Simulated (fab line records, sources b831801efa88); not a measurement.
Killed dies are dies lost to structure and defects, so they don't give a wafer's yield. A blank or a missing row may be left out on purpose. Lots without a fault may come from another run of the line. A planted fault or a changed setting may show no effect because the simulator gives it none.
fab line records | flow sky130
record lots=13 wafers=39 last_day=50
route steps=708 shown PWDE@49 NWELL@81 METAL1@435 METAL3@567 PAD_OPEN@708
lots that met no fault: from a run of the same line without faults
start_h: hours from the record's first day to the start of the lot's first wafer shown | wait_h: hours since the lot's step before | " the same as in the row above | L1.1+2: a row that stands for several wafers | - no value, or no start given | * or withheld: withheld | < > ~ a bound
route shown NAME@n: a module of which the file shows steps, and the number in the route of the first | usual: mean/standard deviation of fault-free wafers | same: alike in all rows | chamber/n: place in a boat | sites: the reading at each site | _std_site: their standard deviation | _edge_site: outer sites' mean less inner sites' | radius_mm: how far each site lies from the wafer's centre | mask NAME#n: copy n | behind: the tool/chamber that last shaped the wafer | hold: why the lot was held/for how many hours/how that ended | device: the transistor (n, p or np) that didn't switch | end of line: the same wafers' tests at the end of the route | a step without rows: its recipe alone | killed: dies lost to structure and defects at the first sort, not the wafer's yield | map: a wafer's dies, x killed, . not, _ none there
set.NAME: the setting as run; set.NAME@STEP: as run at that earlier step | model.NAME: the simulator's own value behind a step, which no gauge read
steps of the route over a sample of lots; a table a step, a row a wafer
services: from which hour (start_h, from the record's first day; less than 0 if before it) a tool's chamber was out of use, for how many hours, and why
## steps
# step SKY_PWDE_EXPOSE_04
# recipe mask_id=PWDEM na=0.6 source_shape=conventional sigma_outer=0.6 polarization=unpolarized target_cd_nm=840 dose_mj=214
# usual exposure_dose_mJ_cm2=213.96/0.23
# columns lot.wafer tool chamber start_h wait_h mask exposure_dose_mJ_cm2
L524.1 iline_stepper-01 0 72.87 - PWDEM#0 214.12
L524.2 " 0 " " PWDEM#0 214.16
L524.4 " 0 " " PWDEM#0 214.00
L526.2 iline_stepper-01 0 85.33 - PWDEM#0 213.41
L526.3 " 0 " " PWDEM#0 214.03
L526.6 " 0 " " PWDEM#0 213.99
L527.1 iline_stepper-01 0 91.33 - PWDEM#0 213.63
L527.4 " 0 " " PWDEM#0 213.79
L527.5 " 0 " " PWDEM#0 213.96
L530.1 iline_stepper-01 0 105.66 - PWDEM#0 213.79
L530.3 " 0 " " PWDEM#0 213.86
L530.4 " 0 " " PWDEM#0 213.96
L531.1 iline_stepper-01 0 112.07 - PWDEM#0 213.99
L531.2 " 0 " " PWDEM#0 214.10
L531.5 " 0 " " PWDEM#0 214.37
L533.3 iline_stepper-02 0 122.51 - PWDEM#0 214.13
L533.5 " 0 " " PWDEM#0 214.02
L533.6 " 0 " " PWDEM#0 213.92
L534.1 iline_stepper-01 0 127.50 - PWDEM#0 219.47
L534.3 " 0 " " PWDEM#0 219.23
L534.4 " 0 " " PWDEM#0 219.40
L535.3 iline_stepper-02 0 130.52 - PWDEM#0 213.72
L535.5 " 0 " " PWDEM#0 213.72
L535.6 " 0 " " PWDEM#0 214.31
L536.2 iline_stepper-01 0 136.68 - PWDEM#0 218.93
L536.3 " 0 " " PWDEM#0 218.77
L536.6 " 0 " " PWDEM#0 218.70
L537.1 iline_stepper-02 0 142.19 - PWDEM#0 214.51
L537.2 " 0 " " PWDEM#0 214.51
L537.5 " 0 " " PWDEM#0 214.35
L538.1 iline_stepper-01 0 149.74 - PWDEM#0 218.82
L538.3 " 0 " " PWDEM#0 218.94
L538.6 " 0 " " PWDEM#0 218.58
L541.2 iline_stepper-01 0 166.05 - PWDEM#0 219.00
L541.4 " 0 " " PWDEM#0 219.29
L541.5 " 0 " " PWDEM#0 219.18
L543.2 iline_stepper-02 0 178.28 - PWDEM#0 213.73
L543.4 " 0 " " PWDEM#0 213.81
L543.5 " 0 " " PWDEM#0 213.59
# step SKY_NWELL_RTA_28
# recipe temp_c=1050 time_s=30 idle_temp_c=650 ramp_up_c_per_s=150 ramp_down_c_per_s=90 ambient=N2
# usual lamp_power_pct=25.30/0.056 wafer_temp_C_max=1055.0/0.99
# columns lot.wafer tool chamber start_h wait_h lamp_power_pct wafer_temp_C_max
L524.1 rtp_anneal-02 0 118.25 0.0 25.27 1053.7
L524.2 " 0 " " 25.23 1055.9
L524.4 " 0 " " 25.22 1054.3
L526.2 rtp_anneal-01 0 131.77 0.0 25.41 1054.7
L526.3 " 0 " " 25.22 1054.5
L526.6 " 0 " " 25.34 1056.0
L527.1 rtp_anneal-02 0 138.40 0.0 25.31 1054.1
L527.4 " 0 " " 25.27 1055.1
L527.5 " 0 " " 25.33 1055.5
L530.1 rtp_anneal-02 0 153.87 0.0 25.39 1054.3
L530.3 " 0 " " 25.31 1054.6
L530.4 " 0 " " 25.29 1056.0
L531.1 rtp_anneal-02 0 162.45 0.0 25.36 1054.8
L531.2 " 0 " " 25.28 1053.8
L531.5 " 0 " " 25.28 1055.0
L533.3 rtp_anneal-02 0 173.07 0.0 25.32 1054.1
L533.5 " 0 " " 25.29 1055.0
L533.6 " 0 " " 25.36 1056.6
L534.1 rtp_anneal-01 0 178.80 0.0 25.40 1054.1
L534.3 " 0 " " 25.29 1053.1
L534.4 " 0 " " 25.38 1054.4
L535.3 rtp_anneal-02 0 182.29 0.0 25.31 1054.9
L535.5 " 0 " " 25.36 1055.0
L535.6 " 0 " " 25.28 1056.2
L536.2 rtp_anneal-02 0 189.72 0.0 25.32 1055.0
L536.3 " 0 " " 25.19 1055.4
L536.6 " 0 " " 25.38 1054.5
L537.1 rtp_anneal-01 0 194.33 0.0 25.22 1055.8
L537.2 " 0 " " 25.27 1055.8
L537.5 " 0 " " 25.42 1053.2
L538.1 rtp_anneal-01 0 201.87 0.0 25.25 1054.3
L538.3 " 0 " " 25.33 1056.6
L538.6 " 0 " " 25.25 1054.2
L541.2 rtp_anneal-02 0 220.67 0.0 25.23 1055.1
L541.4 " 0 " " 25.36 1053.7
L541.5 " 0 " " 25.46 1055.7
L543.2 rtp_anneal-01 0 235.30 0.0 25.42 1055.8
L543.4 " 0 " " 25.33 1055.1
L543.5 " 0 " " 25.42 1054.7
# step SKY_METAL1_SPUTTER_01
# recipe material=TiN target_thk_nm=20 power_w=6500 time_s=16.7 chamber_pressure_pa=0.4
# usual throttle_valve_pct=29.9/1.1
# columns lot.wafer tool chamber start_h wait_h throttle_valve_pct
L524.1 pvd_sputter-02 - 767.84 0.0 29.4
L524.2 " - " " 28.7
L524.4 " - " " 31.4
L526.2 pvd_sputter-03 - 784.28 0.0 28.4
L526.3 " - " " 30.0
L526.6 " - " " 29.9
L527.1 pvd_sputter-02 - 791.38 0.0 28.8
L527.4 " - " " 30.1
L527.5 " - " " 31.1
L530.1 pvd_sputter-01 - 810.63 0.0 27.6
L530.3 " - " " 31.7
L530.4 " - " " 31.6
L531.1 pvd_sputter-03 - 815.91 0.0 30.5
L531.2 " - " " 28.5
L531.5 " - " " 30.1
L533.3 pvd_sputter-01 - 834.32 0.0 31.6
L533.5 " - " " 31.2
L533.6 " - " " 27.5
L534.1 pvd_sputter-01 - 839.37 0.0 27.9
L534.3 " - " " 31.4
L534.4 " - " " 30.0
L535.3 pvd_sputter-02 - 846.50 0.0 30.4
L535.5 " - " " 30.3
L535.6 " - " " 31.1
L536.2 pvd_sputter-02 - 847.92 0.0 29.0
L536.3 " - " " 29.4
L536.6 " - " " 29.0
L537.1 pvd_sputter-01 - 854.54 0.0 27.5
L537.2 " - " " 31.5
L537.5 " - " " 31.0
L538.1 pvd_sputter-03 - 863.57 0.0 28.6
L538.3 " - " " 30.4
L538.6 " - " " 30.3
L541.2 pvd_sputter-02 - 884.15 0.0 29.4
L541.4 " - " " 30.0
L541.5 " - " " 28.7
L543.2 pvd_sputter-01 - 899.62 0.0 30.0
L543.4 " - " " 31.6
L543.5 " - " " 29.8
# step SKY_METAL3_ETCH_17
# recipe target=SiO2 stop_on=TiN chemistry=C4F8/O2/Ar source_w=1500 bias_w=1200 pressure_mtorr=40 c4f8_flow_sccm=withheld O2_flow_sccm=6 Ar_flow_sccm=300 time_s=3.9 target_depth_a=150
# usual bias_w=1200/3.5 oes_product_au=0.756/0.0075
# columns lot.wafer tool chamber start_h wait_h bias_w oes_product_au rf_hours_counter_h
L524.1 rie_diel-02 3 931.70 0.1 1202 0.745 13
L524.2 " 2 " " 1193 0.764 24
L524.4 " 0 " " 1202 0.762 19
L526.2 rie_diel-02 1 947.09 0.1 1197 0.753 5
L526.3 " 0 " " 1203 0.751 19
L526.6 " 1 " " 1200 0.755 -
L527.1 rie_diel-04 0 953.14 0.1 1193 0.753 20
L527.4 " 2 " " 1201 0.757 12
L527.5 " 2 " " 1201 0.764 -
L530.1 rie_diel-04 0 969.55 0.1 1203 0.759 21
L530.3 " 1 " " 1200 0.747 12
L530.4 " 3 " " 1195 0.761 14
L531.1 rie_diel-04 1 974.24 0.1 1202 0.763 12
L531.2 " 0 " " 1202 0.761 21
L531.5 " 1 " " 1204 0.755 -
L533.3 rie_diel-02 1 991.90 0.0 1200 0.747 7
L533.5 " 3 " " 1200 0.762 -
L533.6 " 2 " " 1196 0.755 -
L534.1 rie_diel-03 2 997.04 0.1 1194 0.757 26
L534.3 " 1 " " 1200 0.749 23
L534.4 " 3 " " 1205 0.762 -
L535.3 rie_diel-04 2 1004.22 0.0 1201 0.766 13
L535.5 " 3 " " 1202 0.751 -
L535.6 " 0 " " 1200 0.767 -
L536.2 rie_diel-02 3 1005.04 0.1 1198 0.745 16
L536.3 " 0 " " 1197 0.751 21
L536.6 " 3 " " 1200 0.752 -
L537.1 rie_diel-03 2 1012.04 0.1 1200 0.755 26
L537.2 " 0 " " 1196 0.744 23
L537.5 " 2 " " 1198 0.755 -
L538.1 rie_diel-04 1 1020.25 0.1 1198 0.767 13
L538.3 " 2 " " 1204 0.761 14
L538.6 " 1 " " 1203 0.753 -
L541.2 rie_diel-02 3 1037.37 0.1 1201 0.743 17
L541.4 " 2 " " 1199 0.760 27
L541.5 " 0 " " 1199 0.750 -
L543.2 rie_diel-03 1 1050.57 0.1 1198 0.762 24
L543.4 " 0 " " 1201 0.763 -
L543.5 " 3 " " 1197 0.768 -
# step SKY_PAD_OPEN_PROBE_99
# usual killed_at_M0_to_M3=45/7.2 killed_at_M4_up=3.0/1.8 killed_at_contacts=25/6.1 killed_at_front_end=14/4.4 killed_at_other=0.2/0.44 killed_dies=88/10 killed_on_rim=17/3.5 killed_open=48/7.4 killed_short=40/6.3
# same gross_dies=492 killed_at_back_side=0
# columns lot.wafer tool chamber start_h wait_h killed_at_M0_to_M3 killed_at_M4_up killed_at_contacts killed_at_front_end killed_at_other killed_dies killed_on_rim killed_open killed_short
L524.1 prober-02 - 1102.78 0.1 38 2 34 14 1 89 15 57 32
L524.2 prober-02 - 1102.83 0.1 46 4 28 21 0 99 22 49 50
L524.4 prober-02 - 1102.93 0.2 45 2 22 11 0 80 13 49 31
L526.2 prober-02 - 1114.71 0.1 63 3 33 9 0 108 19 49 59
L526.3 prober-02 - 1114.76 0.2 57 3 24 13 0 97 17 58 39
L526.6 prober-02 - 1114.91 0.2 44 3 21 15 0 83 17 38 45
L527.1 prober-01 - 1120.02 0.1 49 2 24 11 0 86 10 55 31
L527.4 prober-01 - 1120.17 0.2 33 0 24 18 0 75 17 39 36
L527.5 prober-01 - 1120.22 0.2 31 1 25 16 0 73 21 42 31
L530.1 prober-02 - 1133.25 0.1 39 4 29 9 0 81 18 43 38
L530.3 prober-02 - 1133.35 0.2 43 0 31 18 1 93 19 43 50
L530.4 prober-02 - 1133.40 0.2 35 1 25 10 1 72 24 33 39
L531.1 prober-01 - 1137.28 0.1 51 1 27 18 1 98 15 48 50
L531.2 prober-01 - 1137.33 0.1 55 1 26 11 0 93 23 55 38
L531.5 prober-01 - 1137.48 0.2 51 2 25 24 0 102 23 61 41
L533.3 prober-01 - 1149.59 0.2 59 2 21 11 0 93 16 57 36
L533.5 prober-01 - 1149.69 0.2 46 1 17 14 0 78 18 47 31
L533.6 prober-01 - 1149.74 0.2 40 6 34 19 0 99 15 55 44
L534.1 prober-02 - 1152.81 0.1 39 5 34 24 1 103 21 65 38
L534.3 prober-02 - 1152.91 0.2 55 0 35 15 1 106 22 60 46
L534.4 prober-02 - 1152.96 0.2 51 2 35 10 0 98 17 60 38
L535.3 prober-01 - 1160.33 0.2 40 2 18 21 0 81 18 40 41
L535.5 prober-01 - 1160.43 0.2 46 3 32 13 0 94 12 50 44
L535.6 prober-01 - 1160.48 0.2 43 3 24 8 1 79 19 44 35
L536.2 prober-02 - 1160.95 0.1 47 2 28 14 1 92 12 54 38
L536.3 prober-02 - 1161.00 0.2 42 0 14 15 1 72 13 37 35
L536.6 prober-02 - 1161.15 0.2 52 3 30 7 0 92 18 56 36
L537.1 prober-01 - 1167.40 0.1 45 0 36 11 0 92 17 60 32
L537.2 prober-01 - 1167.45 0.1 35 2 30 11 0 78 12 45 33
L537.5 prober-01 - 1167.60 0.2 35 3 20 11 0 69 10 41 28
L538.1 prober-01 - 1171.65 0.1 39 2 20 14 0 75 14 44 31
L538.3 prober-01 - 1171.75 0.2 61 5 20 16 0 102 13 61 41
L538.6 prober-01 - 1171.90 0.2 46 3 20 12 0 81 14 42 39
L541.2 prober-02 - 1186.23 0.1 45 2 19 19 0 85 14 46 39
L541.4 prober-02 - 1186.33 0.2 39 3 15 7 0 64 17 41 23
L541.5 prober-02 - 1186.38 0.2 42 2 18 9 0 71 13 37 34
L543.2 prober-01 - 1193.23 0.1 41 2 25 13 0 81 14 46 35
L543.4 prober-01 - 1193.33 0.2 32 2 26 14 1 75 14 36 39
L543.5 prober-01 - 1193.38 0.2 57 3 31 13 0 104 14 56 48
# killed by level:class
L524.1 CONTACT:geometric_particle:open=17 LI_CONTACT:geometric_particle:open=12 VIA1:geometric_particle:open=6 FIELD_ISO:geometric_particle:open=5 METAL2:geometric_particle:short=5 METAL1:geometric_particle:short=5 VIA3:geometric_particle:short=5 METAL3:geometric_particle:short=5
L524.2 VIA1:geometric_particle:open=9 FIELD_ISO:geometric_particle:open=7 LOCAL_INTERCONNECT:geometric_particle:short=7 CONTACT:geometric_particle:short=7 FIELD_ISO:geometric_particle:short=6 METAL1:geometric_particle:short=6 VIA2:geometric_particle:open=6 VIA3:geometric_particle:open=6
L524.4 VIA1:geometric_particle:open=11 LI_CONTACT:geometric_particle:open=10 VIA1:geometric_particle:short=7 CONTACT:geometric_particle:open=6 METAL1:geometric_particle:short=6 VIA2:geometric_particle:open=5 POLY_GATE:geometric_particle:open=4 METAL2:geometric_particle:short=4
L526.2 CONTACT:geometric_particle:open=11 VIA1:geometric_particle:open=10 METAL2:geometric_particle:short=10 VIA2:geometric_particle:short=10 CONTACT:geometric_particle:short=8 VIA3:geometric_particle:open=8 LI_CONTACT:geometric_particle:open=6 METAL1:geometric_particle:short=6
L526.3 VIA3:geometric_particle:open=13 VIA2:geometric_particle:open=11 LI_CONTACT:geometric_particle:open=10 VIA1:geometric_particle:open=8 METAL2:geometric_particle:short=6 LOCAL_INTERCONNECT:geometric_particle:short=5 CONTACT:geometric_particle:open=5 METAL1:geometric_particle:short=4
L526.6 VIA1:geometric_particle:open=14 METAL2:geometric_particle:short=8 CONTACT:geometric_particle:open=6 METAL1:geometric_particle:short=6 LOCAL_INTERCONNECT:geometric_particle:short=5 SPACER:geometric_particle:short=4 SPACER:geometric_particle:open=4 CONTACT:geometric_particle:short=4
L527.1 VIA1:geometric_particle:open=12 VIA3:geometric_particle:open=10 METAL1:geometric_particle:short=9 CONTACT:geometric_particle:open=9 VIA2:geometric_particle:open=9 LI_CONTACT:geometric_particle:open=6 CONTACT:geometric_particle:short=5 FIELD_ISO:geometric_particle:open=4
L527.4 FIELD_ISO:geometric_particle:open=10 METAL2:geometric_particle:short=8 LI_CONTACT:geometric_particle:short=5 CONTACT:geometric_particle:open=5 VIA1:geometric_particle:open=5 LI_CONTACT:geometric_particle:open=4 LOCAL_INTERCONNECT:geometric_particle:short=4 CONTACT:geometric_particle:short=4
L527.5 CONTACT:geometric_particle:open=11 VIA1:geometric_particle:open=7 FIELD_ISO:geometric_particle:short=6 VIA2:geometric_particle:open=6 VIA3:geometric_particle:open=6 CONTACT:geometric_particle:short=5 LOCAL_INTERCONNECT:geometric_particle:short=4 FIELD_ISO:geometric_particle:open=3
L530.1 CONTACT:geometric_particle:open=15 CONTACT:geometric_particle:short=7 VIA2:geometric_particle:open=7 METAL2:geometric_particle:short=6 VIA3:geometric_particle:open=5 VIA1:geometric_particle:short=5 LI_CONTACT:geometric_particle:open=4 VIA1:geometric_particle:open=4
L530.3 CONTACT:geometric_particle:open=7 LI_CONTACT:geometric_particle:open=7 VIA3:geometric_particle:short=7 VIA1:geometric_particle:open=7 CONTACT:geometric_particle:short=6 VIA1:geometric_particle:short=6 VIA2:geometric_particle:open=6 FIELD_ISO:geometric_particle:short=5
L530.4 VIA1:geometric_particle:open=7 CONTACT:geometric_particle:short=6 VIA1:geometric_particle:short=5 LI_CONTACT:geometric_particle:open=5 CONTACT:geometric_particle:open=5 LOCAL_INTERCONNECT:geometric_particle:short=5 VIA2:geometric_particle:open=4 METAL3:geometric_particle:short=4
L531.1 CONTACT:geometric_particle:open=9 METAL1:geometric_particle:short=9 VIA1:geometric_particle:short=9 VIA2:geometric_particle:open=7 FIELD_ISO:geometric_particle:open=6 VIA1:geometric_particle:open=6 LI_CONTACT:geometric_particle:open=6 LOCAL_INTERCONNECT:geometric_particle:short=6
L531.2 CONTACT:geometric_particle:open=13 VIA1:geometric_particle:open=11 VIA1:geometric_particle:short=10 VIA3:geometric_particle:open=10 LI_CONTACT:geometric_particle:open=5 METAL2:geometric_particle:short=5 VIA2:geometric_particle:open=5 METAL3:geometric_particle:short=5
L531.5 VIA1:geometric_particle:open=18 CONTACT:geometric_particle:open=8 VIA2:geometric_particle:open=8 POLY_GATE:geometric_particle:open=6 CONTACT:geometric_particle:short=6 FIELD_ISO:geometric_particle:open=5 POLY_GATE:geometric_particle:short=5 VIA1:geometric_particle:short=5
L533.3 VIA1:geometric_particle:open=13 VIA2:geometric_particle:open=11 CONTACT:geometric_particle:open=8 LI_CONTACT:geometric_particle:open=7 VIA1:geometric_particle:short=7 METAL2:geometric_particle:short=7 VIA3:geometric_particle:open=6 POLY_GATE:geometric_particle:open=4
L533.5 VIA3:geometric_particle:open=11 VIA1:geometric_particle:open=9 LI_CONTACT:geometric_particle:open=8 METAL1:geometric_particle:short=7 CONTACT:geometric_particle:open=6 VIA3:geometric_particle:short=5 VIA1:geometric_particle:short=4 FIELD_ISO:geometric_particle:open=3
L533.6 LI_CONTACT:geometric_particle:open=12 VIA1:geometric_particle:open=9 POLY_GATE:geometric_particle:open=8 CONTACT:geometric_particle:open=8 LI_CONTACT:geometric_particle:short=7 VIA1:geometric_particle:short=6 VIA2:geometric_particle:open=6 VIA2:geometric_particle:short=5
L534.1 CONTACT:geometric_particle:open=17 VIA1:geometric_particle:open=9 VIA3:geometric_particle:open=9 FIELD_ISO:geometric_particle:open=7 LI_CONTACT:geometric_particle:open=6 POLY_GATE:geometric_particle:short=5 CONTACT:geometric_particle:short=5 VIA2:geometric_particle:open=5
L534.3 VIA3:geometric_particle:open=12 CONTACT:geometric_particle:open=10 LOCAL_INTERCONNECT:geometric_particle:short=10 VIA2:geometric_particle:open=9 VIA1:geometric_particle:open=9 FIELD_ISO:geometric_particle:open=6 LI_CONTACT:geometric_particle:open=6 CONTACT:geometric_particle:short=5
L534.4 CONTACT:geometric_particle:open=15 LI_CONTACT:geometric_particle:open=10 VIA3:geometric_particle:open=9 METAL1:geometric_particle:short=8 VIA2:geometric_particle:open=8 VIA1:geometric_particle:open=7 FIELD_ISO:geometric_particle:open=5 CONTACT:geometric_particle:short=5
L535.3 METAL1:geometric_particle:short=11 VIA1:geometric_particle:open=10 FIELD_ISO:geometric_particle:open=9 CONTACT:geometric_particle:open=7 VIA3:geometric_particle:open=7 FIELD_ISO:geometric_particle:short=5 CONTACT:geometric_particle:short=5 LI_CONTACT:geometric_particle:short=4
L535.5 CONTACT:geometric_particle:open=13 VIA1:geometric_particle:open=10 VIA3:geometric_particle:open=8 LI_CONTACT:geometric_particle:open=6 CONTACT:geometric_particle:short=6 VIA2:geometric_particle:open=6 LOCAL_INTERCONNECT:geometric_particle:short=5 METAL2:geometric_particle:short=5
L535.6 VIA2:geometric_particle:open=10 VIA1:geometric_particle:open=9 CONTACT:geometric_particle:open=8 LI_CONTACT:geometric_particle:open=5 LOCAL_INTERCONNECT:geometric_particle:short=5 VIA1:geometric_particle:short=5 VIA3:geometric_particle:open=5 FIELD_ISO:geometric_particle:open=4
L536.2 CONTACT:geometric_particle:open=11 VIA1:geometric_particle:open=10 VIA2:geometric_particle:open=10 VIA1:geometric_particle:short=8 CONTACT:geometric_particle:short=7 LI_CONTACT:geometric_particle:open=5 VIA3:geometric_particle:open=5 SPACER:geometric_particle:open=4
L536.3 VIA1:geometric_particle:open=10 VIA3:geometric_particle:open=7 LI_CONTACT:geometric_particle:open=5 VIA1:geometric_particle:short=5 FIELD_ISO:geometric_particle:short=4 FIELD_ISO:geometric_particle:open=4 POLY_GATE:geometric_particle:short=4 LOCAL_INTERCONNECT:geometric_particle:short=4
L536.6 VIA1:geometric_particle:open=16 CONTACT:geometric_particle:open=11 METAL2:geometric_particle:short=7 VIA3:geometric_particle:open=7 CONTACT:geometric_particle:short=6 LI_CONTACT:geometric_particle:open=6 VIA3:geometric_particle:short=5 FIELD_ISO:geometric_particle:open=4
L537.1 CONTACT:geometric_particle:open=19 VIA1:geometric_particle:open=18 LI_CONTACT:geometric_particle:open=8 CONTACT:geometric_particle:short=5 VIA1:geometric_particle:short=5 VIA2:geometric_particle:open=5 LOCAL_INTERCONNECT:geometric_particle:short=4 POLY_GATE:geometric_particle:short=3
L537.2 CONTACT:geometric_particle:open=12 VIA1:geometric_particle:open=10 METAL1:geometric_particle:short=10 LI_CONTACT:geometric_particle:open=8 LOCAL_INTERCONNECT:geometric_particle:short=6 METAL2:geometric_particle:short=5 POLY_GATE:geometric_particle:open=4 VIA3:geometric_particle:open=4
L537.5 CONTACT:geometric_particle:open=10 VIA2:geometric_particle:open=7 METAL1:geometric_particle:short=7 VIA1:geometric_particle:open=7 VIA3:geometric_particle:open=6 FIELD_ISO:geometric_particle:open=3 FIELD_ISO:geometric_particle:short=3 POLY_GATE:geometric_particle:short=3
L538.1 CONTACT:geometric_particle:open=8 VIA1:geometric_particle:open=7 VIA3:geometric_particle:open=7 FIELD_ISO:geometric_particle:open=5 LI_CONTACT:geometric_particle:open=5 METAL2:geometric_particle:short=5 VIA2:geometric_particle:open=5 POLY_GATE:geometric_particle:open=4
L538.3 VIA1:geometric_particle:open=16 VIA3:geometric_particle:open=11 METAL2:geometric_particle:short=9 LI_CONTACT:geometric_particle:open=7 METAL1:geometric_particle:short=6 FIELD_ISO:geometric_particle:open=5 CONTACT:geometric_particle:open=5 VIA2:geometric_particle:open=5
L538.6 VIA1:geometric_particle:open=11 CONTACT:geometric_particle:open=10 VIA1:geometric_particle:short=8 VIA2:geometric_particle:open=6 FIELD_ISO:geometric_particle:short=5 VIA3:geometric_particle:open=5 LOCAL_INTERCONNECT:geometric_particle:short=5 METAL2:geometric_particle:short=5
L541.2 VIA1:geometric_particle:open=14 CONTACT:geometric_particle:open=8 VIA2:geometric_particle:open=6 FIELD_ISO:geometric_particle:short=6 POLY_GATE:geometric_particle:short=6 LOCAL_INTERCONNECT:geometric_particle:short=6 VIA1:geometric_particle:short=6 FIELD_ISO:geometric_particle:open=4
L541.4 VIA1:geometric_particle:open=9 VIA2:geometric_particle:open=8 LI_CONTACT:geometric_particle:open=6 VIA3:geometric_particle:open=5 METAL1:geometric_particle:short=4 CONTACT:geometric_particle:open=4 VIA2:geometric_particle:short=4 FIELD_ISO:geometric_particle:short=3
L541.5 VIA1:geometric_particle:open=9 VIA3:geometric_particle:short=6 CONTACT:geometric_particle:open=6 METAL1:geometric_particle:short=6 VIA3:geometric_particle:open=6 CONTACT:geometric_particle:short=5 VIA1:geometric_particle:short=4 LOCAL_INTERCONNECT:geometric_particle:short=3
L543.2 VIA1:geometric_particle:open=11 LI_CONTACT:geometric_particle:open=7 CONTACT:geometric_particle:open=6 CONTACT:geometric_particle:short=6 LOCAL_INTERCONNECT:geometric_particle:short=5 VIA1:geometric_particle:short=5 VIA2:geometric_particle:open=5 FIELD_ISO:geometric_particle:open=4
L543.4 CONTACT:geometric_particle:open=9 FIELD_ISO:geometric_particle:open=6 LOCAL_INTERCONNECT:geometric_particle:short=6 METAL2:geometric_particle:short=6 CONTACT:geometric_particle:short=5 POLY_GATE:geometric_particle:short=4 VIA1:geometric_particle:open=4 VIA1:geometric_particle:short=4
L543.5 CONTACT:geometric_particle:open=13 VIA1:geometric_particle:open=12 VIA3:geometric_particle:open=10 METAL1:geometric_particle:short=9 LOCAL_INTERCONNECT:geometric_particle:short=6 VIA2:geometric_particle:open=6 LI_CONTACT:geometric_particle:open=5 VIA2:geometric_particle:short=5
## services
# columns tool chamber start_h hours kind
rie_diel-04 1 55.98 4.4 repair
rie_diel-04 3 57.31 5.7 repair
rie_diel-04 - 77.28 2.8 pm
rie_diel-04 1 93.15 1.5 repair
pvd_sputter-01 - 108.87 4.9 repair
pvd_sputter-01 - 113.36 9.6 repair
rie_diel-02 1 115.34 4.6 repair
rie_diel-02 3 126.82 15.5 repair
rie_diel-02 2 165.25 9.1 repair
pvd_sputter-01 - 183.34 6.4 repair
pvd_sputter-01 - 190.74 1.1 repair
iline_stepper-01 - 242.95 1.7 pm
iline_stepper-01 - 261.67 15.9 repair
iline_stepper-01 - 291.93 4.4 pm
iline_stepper-01 - 301.57 3.4 repair
iline_stepper-01 - 461.13 1.7 pm
iline_stepper-01 - 516.23 1.1 repair
iline_stepper-01 - 543.46 1.9 repair
rtp_anneal-02 - 655.01 5.1 pm
iline_stepper-01 - 679.31 1.7 pm
iline_stepper-01 - 685.15 2.1 pm
iline_stepper-01 - 825.67 2.1 repair
iline_stepper-01 - 875.28 2.6 repair
iline_stepper-01 - 897.49 1.7 pm
## key
first_sign step=SKY_PWDE_EXPOSE_04 reading=exposure_dose_mJ_cm2 direction=up sigmas=22 usual=* struck=*
effect none on later readings
met_at SKY_PWDE_EXPOSE_04
struck_lots L534,L536,L538,L541
tester_left_out L534,L536,L538,L541
not_acting_at SKY_NWELL_RTA_28,SKY_METAL1_SPUTTER_01,SKY_METAL3_ETCH_17
onset_between 112.07 127.50
fault kind=process_parameter_drift tool=iline_stepper-01 chamber=- onset_h=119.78 steps=SKY_PWDE_EXPOSE_04 channel=dose_mj offset=5.1792 shape=step acts_in=these_recipes_only stated=214
# tester_left_out: of these lots the tester's yield and bins aren't shown, on N5 and GAA mostly nor the transistor test; their killed dies are dies lost to structure and defects alone, not to doping, threshold or leakage, so they don't give the yield
